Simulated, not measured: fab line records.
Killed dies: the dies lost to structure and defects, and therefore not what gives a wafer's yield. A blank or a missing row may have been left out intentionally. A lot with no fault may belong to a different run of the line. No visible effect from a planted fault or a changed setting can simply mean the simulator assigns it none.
Chamber matching	flow gf180mcu	pecvd-01 running GF_V4_CVD_02: 3 sister chambers
The step deposits SiO2 from TEOS, target thk 850 nm, time 94.851 s. 3 wafers are shown with their chamber, then 7 later ones without.

WAFERS, EACH WITH ITS CHAMBER
wafer	chamber	heaterPowerW (W)
L653.5	1	522
L654.1	0	508
L654.5	2	739

WAFERS WITH NO CHAMBER GIVEN
wafer	heaterPowerW (W)
L654.6	595
L655.1	521
L655.3	715
L655.5	503
L661.1	605
L661.3	504
L661.4	557

WHICH CHAMBER EACH WENT THROUGH
wafer	from the rows above	in truth
L654.6	can't be placed: 1 or 0 or 2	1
L655.1	can't be placed: 1 or 0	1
L655.3	2	2
L655.5	can't be placed: 0 or 1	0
L661.1	can't be placed: 1 or 0 or 2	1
L661.3	can't be placed: 0 or 1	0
L661.4	can't be placed: 1 or 0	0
Placed correctly: 1 of 7. Unplaceable from these rows: 6, with the true chamber sitting among the candidates in 6. Placed wrongly: 0.
How it was worked out, from the rows above alone: a wafer's distance from a chamber is the root of the sum, over the readings, of the square of ((its reading less the chamber's mean) divided by the reading's scatter). If the next closest chamber is less than 2 further off than the closest, the wafer can't be placed; otherwise it belongs to the closest. For every chamber, the mean is computed from those of its wafers that are shown. The scatter: with one shown wafer a chamber, the root of the mean of the squares of how far each hidden wafer lies from its nearest shown one.
